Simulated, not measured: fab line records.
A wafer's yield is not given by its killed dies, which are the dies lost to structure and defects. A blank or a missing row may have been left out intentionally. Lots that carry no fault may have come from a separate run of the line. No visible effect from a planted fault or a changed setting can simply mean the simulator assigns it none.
Matching of chambers / flow gf180mcu / 3 sister chambers for GF_V3_CVD_02 on pecvd-02
The step deposits SiO2 from TEOS, target thk 850 nm, time 94.851 s. 16 wafers are shown with their chamber, then 8 later ones without.

== WAFERS WITH THEIR CHAMBER ==
wafer=L080.1; chamber=1; heater power w (W)=792
wafer=L080.2; chamber=2; heater power w (W)=703
wafer=L080.4; chamber=2; heater power w (W)=576
wafer=L083.1; chamber=0; heater power w (W)=646
wafer=L083.2; chamber=1; heater power w (W)=707
wafer=L083.5; chamber=0; heater power w (W)=702
wafer=L083.3; chamber=1; heater power w (W)=762
wafer=L083.4; chamber=0; heater power w (W)=677
wafer=L083.6; chamber=1; heater power w (W)=772
wafer=L084.1; chamber=2; heater power w (W)=643
wafer=L084.4; chamber=2; heater power w (W)=682
wafer=L084.6; chamber=0; heater power w (W)=711
wafer=L089.3; chamber=0; heater power w (W)=665
wafer=L089.4; chamber=2; heater power w (W)=701
wafer=L089.5; chamber=0; heater power w (W)=711
wafer=L091.2; chamber=0; heater power w (W)=734

SIGNATURES, as means of the wafers listed above
reading=heater power w; chamber 0=692.29; chamber 1=758.25; chamber 2=661.00; scatter within a chamber=40.2
Rule: for a wafer and a chamber, the distance is found by dividing, reading by reading, the gap between the wafer's reading and the chamber's mean by the reading's scatter, squaring, summing and taking the root. If the next closest chamber is less than 2 further off than the closest, the wafer can't be placed; otherwise it belongs to the closest. The scatter: the root of (the sum of the squares of (reading less its chamber's mean) over the shown wafers, divided by (wafers less chambers)).

== WAFERS WHOSE CHAMBER IS MISSING ==
wafer=L091.4; heater power w (W)=689
wafer=L091.6; heater power w (W)=606
wafer=L094.2; heater power w (W)=657
wafer=L094.5; heater power w (W)=558
wafer=L094.6; heater power w (W)=687
wafer=L097.1; heater power w (W)=666
wafer=L097.3; heater power w (W)=659
wafer=L097.4; heater power w (W)=680

== WHICH CHAMBER EACH WENT THROUGH ==
wafer=L091.4; from the rows above=can't be placed: 0 or 2 or 1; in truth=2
wafer=L091.6; from the rows above=can't be placed: 2 or 0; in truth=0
wafer=L094.2; from the rows above=can't be placed: 2 or 0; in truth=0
wafer=L094.5; from the rows above=can't be placed: 2 or 0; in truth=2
wafer=L094.6; from the rows above=can't be placed: 0 or 2 or 1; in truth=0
wafer=L097.1; from the rows above=can't be placed: 2 or 0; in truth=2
wafer=L097.3; from the rows above=can't be placed: 2 or 0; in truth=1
wafer=L097.4; from the rows above=can't be placed: 0 or 2 or 1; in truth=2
Placed correctly: 0 of 8. Can't be placed from these rows: 8 (the true chamber is among the candidates in 7). Wrongly placed: 0.
